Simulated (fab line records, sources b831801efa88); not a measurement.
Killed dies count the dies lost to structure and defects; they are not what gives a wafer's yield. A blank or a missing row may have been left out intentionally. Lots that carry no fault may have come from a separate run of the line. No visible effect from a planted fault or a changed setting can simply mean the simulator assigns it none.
The same fault as seen by 2 desks | flow gf180mcu | every desk sees just its own numbers, and what lay behind them comes last

## FOR THE TOOL OWNER'S DESK: pvd sputter-02
The tool's own readings at GF_V4_SPUTTER_21 (material Ti, target thk 15 nm, time 80.02 s): means of the sampled wafers that have a number, for each lot that ran on this tool. The brackets show how far a lot's mean lies from the usual mean; more than 4 standard deviations puts the lot out of limits, marked OUT.
Columns: A = throttle valve pct at GF_V4_SPUTTER_21, usual 30.0 %
lot  | first seen here | A
L224 | day 26 10:37    | 30.6
L241 | day 31 01:02    | 30.6
L243 | day 31 11:55    | 30.6
This desk's verdict: no lot among the 3 shows anything out of limits.

## METROLOGY DESK
What the gauges read for every lot (on any tool): the sampled wafers with a number, averaged. The brackets show how far a lot's mean lies from the usual mean; more than 4 standard deviations puts the lot out of limits, marked OUT.
Columns: A = cd nm at GF_V4_CD_MEAS_14, usual 260.4 nm; B = V4_OVL at GF_V4_OVL_MEAS_15, usual -5 nm
lot  | first seen here | A     | B
L224 | day 26 09:49    | 258.7 | -6
L237 | day 29 19:02    | 260.5 | -8
L240 | day 30 21:34    | 260.6 | -6
L241 | day 31 00:13    | 261.4 | -1
L243 | day 31 11:06    | 263.3 | -5
L245 | day 31 21:56    | 261.9 | -3
This desk's verdict: no lot among the 6 shows anything out of limits.

## TAKEN TOGETHER
Nothing out of limits was seen by the tool owner's desk.
Metrology desk: nothing out of limits seen.

## WHAT HAD BEEN PUT IN BY THE SIMULATOR
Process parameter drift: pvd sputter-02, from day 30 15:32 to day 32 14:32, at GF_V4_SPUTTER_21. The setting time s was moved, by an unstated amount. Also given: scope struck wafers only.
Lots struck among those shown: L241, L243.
